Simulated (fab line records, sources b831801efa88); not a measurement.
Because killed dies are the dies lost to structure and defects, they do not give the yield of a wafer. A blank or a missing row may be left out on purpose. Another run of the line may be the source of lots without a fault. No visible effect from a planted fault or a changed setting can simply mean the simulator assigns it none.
Matching of chambers ; flow sky130 ; rie diel-01 running SKY_LI_CONTACT_ETCH_15: 3 sister chambers
The step etches PSG in C4F8/O2/Ar, stops on Si, target depth 600 nm. 6 wafers are shown with their chamber, then 6 later ones without.

WAFERS, EACH WITH ITS CHAMBER
wafer;chamber;bias w (W);oes product au (a.u.)
L079.4;2;1205;0.836
L079.6;0;1199;0.838
L081.1;3;1197;0.833
L081.2;2;1203;0.834
L081.5;0;1199;0.839
L084.1;3;1190;0.842

WAFERS WITH NO CHAMBER GIVEN
wafer;bias w (W);oes product au (a.u.)
L084.4;1198;0.835
L091.2;1199;0.845
L091.3;1203;0.836
L095.2;1199;0.833
L095.3;1202;0.839
L095.6;1198;0.839

WHICH CHAMBER EACH ONE RAN IN
wafer;from the rows above;in truth
L084.4;can't be placed: 0 or 3 or 2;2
L091.2;can't be placed: 0 or 3 or 2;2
L091.3;can't be placed: 2 or 0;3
L095.2;can't be placed: 0 or 2 or 3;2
L095.3;can't be placed: 0 or 2 or 3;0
L095.6;can't be placed: 0 or 3 or 2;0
Correct placement for 0 of the 6. Unplaceable from these rows: 6, with the true chamber sitting among the candidates in 5. Wrongly placed: 0.
How it was worked out, from the rows above alone: a wafer's distance from a chamber is the root of the sum, over the readings, of the square of ((its reading less the chamber's mean) divided by the reading's scatter). The wafer belongs to the nearest chamber; if the next one is less than 2 further off, it can't be placed. A chamber's mean is the mean of its shown wafers. The scatter is the square root of a quotient: the sum, over the shown wafers, of each reading's squared deviation from its chamber's mean, divided by wafers minus chambers.
